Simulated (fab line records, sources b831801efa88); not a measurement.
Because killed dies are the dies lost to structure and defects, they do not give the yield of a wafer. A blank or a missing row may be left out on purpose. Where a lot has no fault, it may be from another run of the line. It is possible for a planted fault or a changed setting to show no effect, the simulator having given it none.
Check of tool commonality :: flow gf180mcu :: 36 wafers sampled across 11 lots

== WHY IT WAS OPENED ==
At GF_POLY_GATE_THK_MEAS_01 the reading POLY_GATE_CVD_00_THK is flagged on 1 of 11 lots. Wafers without a fault read 200.3 nm, standard deviation 1.6.
Rule: a lot is flagged when every wafer of it that has a number lies more than 4 standard deviations from that mean, or none has a number. All remaining lots are regarded as sound.

lot: L719
measured: day 8 12:10
on: film metro-03
POLY_GATE_CVD_00_THK (nm), wafer by wafer: 198.6 196.9 197.1
flag: 

lot: L721
measured: day 9 01:22
on: film metro-04
POLY_GATE_CVD_00_THK (nm), wafer by wafer: 202.3 201.0 201.0
flag: 

lot: L722
measured: day 9 07:24
on: film metro-01
POLY_GATE_CVD_00_THK (nm), wafer by wafer: 199.4 198.7 198.5
flag: 

lot: L724
measured: day 10 01:20
on: film metro-04
POLY_GATE_CVD_00_THK (nm), wafer by wafer: 202.7 202.9 202.7
flag: 

lot: L731
measured: day 11 21:50
on: film metro-04
POLY_GATE_CVD_00_THK (nm), wafer by wafer: 200.3 200.0 199.6
flag: 

lot: L733
measured: day 12 14:29
on: film metro-01
POLY_GATE_CVD_00_THK (nm), wafer by wafer: 181.9 180.9 180.0 181.7 180.9 179.9
flag: FLAGGED

lot: L735
measured: day 13 00:26
on: film metro-01
POLY_GATE_CVD_00_THK (nm), wafer by wafer: 196.7 200.8 197.3
flag: 

lot: L737
measured: day 13 14:23
on: film metro-03
POLY_GATE_CVD_00_THK (nm), wafer by wafer: 201.0 201.6 199.7
flag: 

lot: L739
measured: day 14 02:41
on: film metro-03
POLY_GATE_CVD_00_THK (nm), wafer by wafer: 198.1 200.2 199.3
flag: 

lot: L740
measured: day 15 03:49
on: film metro-04
POLY_GATE_CVD_00_THK (nm), wafer by wafer: 199.1 198.7 197.9
flag: 

lot: L742
measured: day 15 08:31
on: film metro-03
POLY_GATE_CVD_00_THK (nm), wafer by wafer: 199.8 200.3 200.3
flag: 
The mean of the flagged lots' numbers is 180.9 nm, -19.4 nm from the usual (-12 standard deviations).

== LOT BY LOT: THE TOOL USED ==
The record keeps 1 process step preceding the reading, out of 602 steps on the route. Every cell lists first the tool, next ch and the chambers used by the sampled wafers, and last the start.
lot: L719
flag: 
GF_POLY_GATE_CVD_00: lpcvd-02 ch 0, day 8 10:45

lot: L721
flag: 
GF_POLY_GATE_CVD_00: lpcvd-02 ch 0, day 9 00:01

lot: L722
flag: 
GF_POLY_GATE_CVD_00: lpcvd-01 ch 1, day 9 06:04

lot: L724
flag: 
GF_POLY_GATE_CVD_00: lpcvd-02 ch 0, day 10 00:00

lot: L731
flag: 
GF_POLY_GATE_CVD_00: lpcvd-01 ch 0, day 11 19:50

lot: L733
flag: FLAGGED
GF_POLY_GATE_CVD_00: lpcvd-02 ch 0, day 12 13:07

lot: L735
flag: 
GF_POLY_GATE_CVD_00: lpcvd-01 ch 0, day 12 23:06

lot: L737
flag: 
GF_POLY_GATE_CVD_00: lpcvd-01 ch 0, day 13 13:03

lot: L739
flag: 
GF_POLY_GATE_CVD_00: lpcvd-01 ch 0, day 14 01:20

lot: L740
flag: 
GF_POLY_GATE_CVD_00: lpcvd-01 ch 1, day 15 02:29

lot: L742
flag: 
GF_POLY_GATE_CVD_00: lpcvd-02 ch 1, day 15 07:11
These steps, and what they do:
- GF_POLY_GATE_CVD_00: deposits poly-Si, target thk 200 nm, time 1200 s.
- GF_POLY_GATE_THK_MEAS_01

== FLAGGED AGAINST TOTAL, ONE TOOL AT A TIME (gauges that did the reading follow at the end) ==
step: GF_POLY_GATE_CVD_00
tool: lpcvd-01
lots run: 6
flagged: 0
share of the flagged lots: none
sound lots run after its first flagged lot: -

step: GF_POLY_GATE_CVD_00
tool: lpcvd-02
lots run: 5
flagged: 1
share of the flagged lots: all
sound lots run after its first flagged lot: 1 (L742)

step: GF_POLY_GATE_THK_MEAS_01
tool: film metro-01
lots run: 3
flagged: 1
share of the flagged lots: all
sound lots run after its first flagged lot: 1 (L735)

step: GF_POLY_GATE_THK_MEAS_01
tool: film metro-03
lots run: 4
flagged: 0
share of the flagged lots: none
sound lots run after its first flagged lot: -

step: GF_POLY_GATE_THK_MEAS_01
tool: film metro-04
lots run: 4
flagged: 0
share of the flagged lots: none
sound lots run after its first flagged lot: -

== WHAT THE TABLE PERMITS ==
Rows of the table that ran all the flagged lots, 2 in number: lpcvd-02 at GF_POLY_GATE_CVD_00; film metro-01 at GF_POLY_GATE_THK_MEAS_01.
- lpcvd-02 at GF_POLY_GATE_CVD_00 ran 5 lots, 1 of them flagged. Lots that were sound ran on it after the first flagged one (L742); a persistent fault on the entire tool would not allow that. Its own readings lie more than 4 standard deviations out on every wafer of the flagged lots: pressure mtorr.
- film metro-01 at GF_POLY_GATE_THK_MEAS_01 ran 3 lots, 1 of them flagged. Lots that were sound ran on it after the first flagged one (L735); a persistent fault on the entire tool would not allow that.
None of the table's rows ran every flagged lot and, after the first, no sound lot.

== WHAT THE SIMULATOR HAD INSERTED ==
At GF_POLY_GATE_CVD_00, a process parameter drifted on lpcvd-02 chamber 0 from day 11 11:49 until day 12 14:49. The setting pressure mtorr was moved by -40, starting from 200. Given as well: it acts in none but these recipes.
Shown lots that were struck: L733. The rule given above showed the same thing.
